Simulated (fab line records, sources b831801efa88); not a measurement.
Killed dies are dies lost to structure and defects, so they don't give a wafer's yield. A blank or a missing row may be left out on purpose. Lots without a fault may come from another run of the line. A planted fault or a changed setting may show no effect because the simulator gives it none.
One fault seen from 2 desks | flow sky130 | each desk has only its own numbers; what lay behind them comes last

THE TOOL OWNER'S DESK: lpcvd-01
The tool's own readings at SKY_POLY_GATE_CVD_00 (deposits poly-Si, target thk 180 nm, time 720 s): means of the sampled wafers that have a number, for each lot that ran on this tool. A lot is out of limits, marked OUT, if its mean lies more than 4 standard deviations from the usual mean; the brackets give that distance.
Columns: A = spike_tc_centre_C at SKY_POLY_GATE_CVD_00, usual 620.4 C; B = spike_tc_lower_C at SKY_POLY_GATE_CVD_00, usual 621.1 C; C = spike_tc_upper_C at SKY_POLY_GATE_CVD_00, usual 620.2 C; D = zone_power_centre_pct at SKY_POLY_GATE_CVD_00, usual 9.4 %; E = zone_power_lower_pct at SKY_POLY_GATE_CVD_00, usual 8.53 %; F = zone_power_top_pct at SKY_POLY_GATE_CVD_00, usual 18.0 %; G = zone_power_upper_pct at SKY_POLY_GATE_CVD_00, usual 9.1 %
lot  | first seen here | A               | B     | C                | D             | E               | F    | G
L188 | day 14 15:02    | 620.8           | 620.1 | 619.6            | 9.9           | 8.76            | 15.5 | 8.2
L195 | day 16 20:49    | 621.2           | 619.8 | 619.2            | 9.8           | 8.88            | 15.7 | 8.2
L196 | day 17 15:35    | 619.4           | 622.3 | 621.7            | 9.0           | 8.50            | 19.8 | 9.7
L197 | day 17 15:35    | 620.2           | 622.2 | 621.4            | 9.2           | 8.36            | 19.6 | 9.8
L198 | day 18 01:55    | 587.4 (-33) OUT | 625.3 | 622.7            | 3.8 (-13) OUT | 11.49 (+16) OUT | 15.3 | 10.9
L199 | day 18 09:11    | 587.0 (-33) OUT | 626.1 | 626.4 (+4.2) OUT | 3.5 (-14) OUT | 11.10 (+14) OUT | 19.4 | 12.8 (+5.1) OUT
L206 | day 21 05:32    | 619.9           | 622.2 | 621.2            | 9.0           | 8.46            | 19.6 | 9.7
L207 | day 21 07:04    | 619.9           | 619.6 | 618.5            | 10.0          | 8.71            | 15.5 | 8.2
L208 | day 21 17:29    | 620.5           | 619.6 | 619.2            | 10.0          | 8.76            | 15.5 | 8.2
L209 | day 21 22:06    | 620.6           | 622.7 | 620.2            | 9.0           | 8.43            | 19.7 | 9.7
This desk's finding: out of limits on L198, L199; first on L198, day 18 01:55 (spike_tc_centre_C at SKY_POLY_GATE_CVD_00). In limits: L188, L195, L196, L197, L206, L207, L208, L209.

THE METROLOGY DESK
What the gauges read, lot by lot, whatever tool the lot ran on: means of the sampled wafers that have a number. A lot is out of limits, marked OUT, if its mean lies more than 4 standard deviations from the usual mean; the brackets give that distance.
Columns: A = POLY_GATE_CVD_00_THK at SKY_POLY_GATE_THK_MEAS_01, usual 180.8 nm; B = VIA1_HDPCVD_THK at SKY_VIA1_THK_MEAS_01, usual 1036 nm; C = VIA1_BOW at SKY_VIA1_BOW_MEAS_03, usual 79 um
lot  | first seen here | A               | B    | C
L188 | day 14 16:14    | 180.6           | 1044 | 76
L195 | day 16 22:01    | 180.9           | 1033 | 71
L196 | day 17 16:47    | 179.3           | 1036 | 66
L197 | day 17 16:47    | 180.6           | 1037 | 76
L198 | day 18 03:07    | 161.9 (-11) OUT | 1054 | 72
L199 | day 18 10:59    | 158.5 (-13) OUT | 1034 | 80
L206 | day 21 06:46    | 181.2           | 1043 | 81
L207 | day 21 08:17    | 181.8           | 1041 | 74
L208 | day 21 18:42    | 181.7           | 1044 | 82
L209 | day 21 23:18    | 181.6           | 1022 | 78
This desk's finding: out of limits on L198, L199; first on L198, day 18 03:07 (POLY_GATE_CVD_00_THK at SKY_POLY_GATE_THK_MEAS_01). In limits: L188, L195, L196, L197, L206, L207, L208, L209.

PUT TOGETHER
The tool owner's desk could have raised an alarm at day 18 01:55, on L198, L199.
The metrology desk could have raised an alarm at day 18 03:07, on L198, L199.
Of the lots named, all ran SKY_POLY_GATE_CVD_00 on lpcvd-01.

WHAT THE SIMULATOR HAD PUT IN
Process parameter drift: lpcvd-01, from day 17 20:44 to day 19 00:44, at SKY_POLY_GATE_CVD_00. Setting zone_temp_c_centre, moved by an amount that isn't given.
Lots struck among those shown: L198, L199.
Hours from the fault's start to each desk's first reading out of limits: the tool owner's desk, 5; the metrology desk, 6.
